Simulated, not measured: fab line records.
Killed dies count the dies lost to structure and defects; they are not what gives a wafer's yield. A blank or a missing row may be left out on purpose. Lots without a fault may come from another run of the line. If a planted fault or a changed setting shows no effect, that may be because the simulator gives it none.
A lot that was struck, set against a sound lot :: flow sky130 :: 25 out of 708 route steps
Sound: the wafers L269.1, L269.2, L269.5. The struck wafers were L274.1, L274.4, L274.5. The cause is named last.
Order at every step that has rows: each side's tool, ch and its chambers, its first start. Under that, the readings that differ: sound wafers :: struck wafers :: difference of the means :: sigmas: that difference in standard deviations of wafers without a fault.
alike: readings with means less than 2 such deviations apart, plus words and numbers identical on both sides. not compared: withheld readings, readings lacking a value on some wafer, bounds such as >300 that could conceal the same value, and numbers that have no deviation in the record and whose values overlap.
Wherever a step has rows on one side only, a row that says differs or no value, or a row with sigmas, the two part there. Numbers that don't overlap but have no deviation are shown without sigmas and don't part them. Lack of a reading on every wafer of one side parts them only where that side has two or more wafers.

SKY_VIA3_SPUTTER_20: material TiN, target thk 20 nm, time 80 s.
  sound: pvdSputter-03 at day 43 05:29; struck: pvdSputter-03 at day 45 04:26
reading: chamberPressurePa (Pa)
sound: 4.994 4.996 4.996
struck: 5.017 5.014 5.019
difference: +0.021
sigmas: +2
  alike: cathodeDcPowerW, throttleValvePct
then, 1 step without rows for these wafers: SKY_VIA3_CVD_21 (deposits W, target thk 390 nm, time 117.31 s).
SKY_VIA3_RS_MEAS_22: the measuring method here is four-point-probe.
  sound: filmMetro-04 at day 43 05:40; struck: filmMetro-04 at day 45 04:37
  alike: VIA3_W_RS
SKY_VIA3_THK_MEAS_23: measures by xrf.
  sound: filmMetro-04 at day 43 05:47; struck: filmMetro-04 at day 45 04:44
  alike: VIA3_W_THK
then, 4 steps without rows for these wafers: SKY_VIA3_CMP_24 (polishes, stops on SiO2, t overpolish 20 s, target thk 0 nm); SKY_METAL4_SPUTTER_00 (material Ti, target thk 15 nm, time 10 s); SKY_METAL4_SPUTTER_01 (material TiN, target thk 20 nm, time 16.7 s); SKY_METAL4_SPUTTER_02 (material AlCu, target thk 735 nm, time 39.1 s).
SKY_METAL4_SPUTTER_03: material Ti, target thk 5 nm, time 3.3 s.
  sound: pvdSputter-02 at day 43 06:14; struck: pvdSputter-01 at day 45 05:11
  alike: cathodeDcPowerW, chamberPressurePa, throttleValvePct
SKY_METAL4_SPUTTER_04: material TiN, target thk 70 nm, time 58.3 s.
  sound: pvdSputter-02 at day 43 06:15; struck: pvdSputter-01 at day 45 05:12
  alike: cathodeDcPowerW, chamberPressurePa, throttleValvePct
SKY_CAP2M_CVD_00: deposits SiO2, target thk 15.5 nm.
  sound on pecvd-03 ch 0,2, day 43 06:18; struck on pecvd-03 ch 0,2, day 45 05:15
  alike: heaterPowerW
SKY_CAP2M_THK_MEAS_01:
  sound: filmMetro-01 at day 43 06:20; struck: filmMetro-01 at day 45 05:19
  alike: CAP2M_CVD_00_THK
SKY_CAP2M_SPUTTER_02: material TiN, target thk 200 nm, time 166.7 s.
  sound: pvdSputter-03 at day 43 06:23; struck: pvdSputter-03 at day 45 05:22
  no value came back on the struck wafers for cathodeDcPowerW (W), chamberPressurePa (Pa), substrateTempC (C), throttleValvePct (%); on the sound wafers cathodeDcPowerW (W) reads 6498.8 6498.8 6500.4
SKY_CAP2M_RS_MEAS_03: the measuring method here is four-point-probe.
  sound: filmMetro-03 at day 43 06:30; struck: filmMetro-02 at day 45 05:28
reading: CAP2M_TIN_RS (ohm/sq)
sound: 6.84 6.92 6.85
struck: - - -
difference: no value on the struck wafers
sigmas: 
SKY_CAP2M_THK_MEAS_04: measures by xrf.
  sound: filmMetro-03 at day 43 06:37; struck: filmMetro-02 at day 45 05:35
reading: CAP2M_TIN_THK (nm)
sound: 201.4 199.7 200.4
struck: <0.0 <0.0 <0.0
difference: differs
sigmas: 
then, 7 steps without rows for these wafers: SKY_CAP2M_DEHYDRATE_05 (time 60 s); SKY_CAP2M_HMDS_06 (prime time 60 s); SKY_CAP2M_COAT_07 (resist thk 1140 nm); SKY_CAP2M_SOFTBAKE_08 (time 60 s); SKY_CAP2M_EXPOSE_09 (exposes mask CAP2M, target cd 1000 nm); SKY_CAP2M_PEB_10; SKY_CAP2M_DEVELOP_11 (develop time 60 s).
SKY_CAP2M_OVL_MEAS_12:
  sound: overlay-01 at day 44 04:39; struck: overlay-01 at day 46 03:13
  alike: CAP2M_OVL
SKY_CAP2M_METAL_ETCH_13: etches TiN in Cl2/BCl3, stops on SiO2, target depth 220 nm, time 62.9 s.
  sound on rieMetal-04 ch 0,1, day 44 04:41; struck on rieMetal-03 ch 0,1, day 46 03:16
reading: oesProductAu (a.u.)
sound: 0.940 0.952 0.944
struck: 0.377 0.378 0.372
difference: -0.570
sigmas: -76

reading: throttleValvePct (%)
sound: 21.894 21.901 21.900
struck: 22.261 22.273 22.282
difference: +0.374
sigmas: +39
  alike: drypumpMotorCurrentA
  not compared: rfHoursCounterH
SKY_CAP2M_STRIP_14: strips in O2/N2.
  sound on plasmaAsher-02 ch 0,1, day 44 04:46; struck on plasmaAsher-04 ch 0,1, day 46 03:20
  alike: drypumpMotorCurrentA, oesProductAu, stripTimeToEndpointS
  not compared: rfHoursCounterH

## WHERE THEY PART
First at SKY_VIA3_SPUTTER_20; last, within this record, at SKY_CAP2M_METAL_ETCH_13. Later steps at which nothing parts them and some readings are alike: SKY_CAP2M_STRIP_14.

WHY: the cause the simulator had injected
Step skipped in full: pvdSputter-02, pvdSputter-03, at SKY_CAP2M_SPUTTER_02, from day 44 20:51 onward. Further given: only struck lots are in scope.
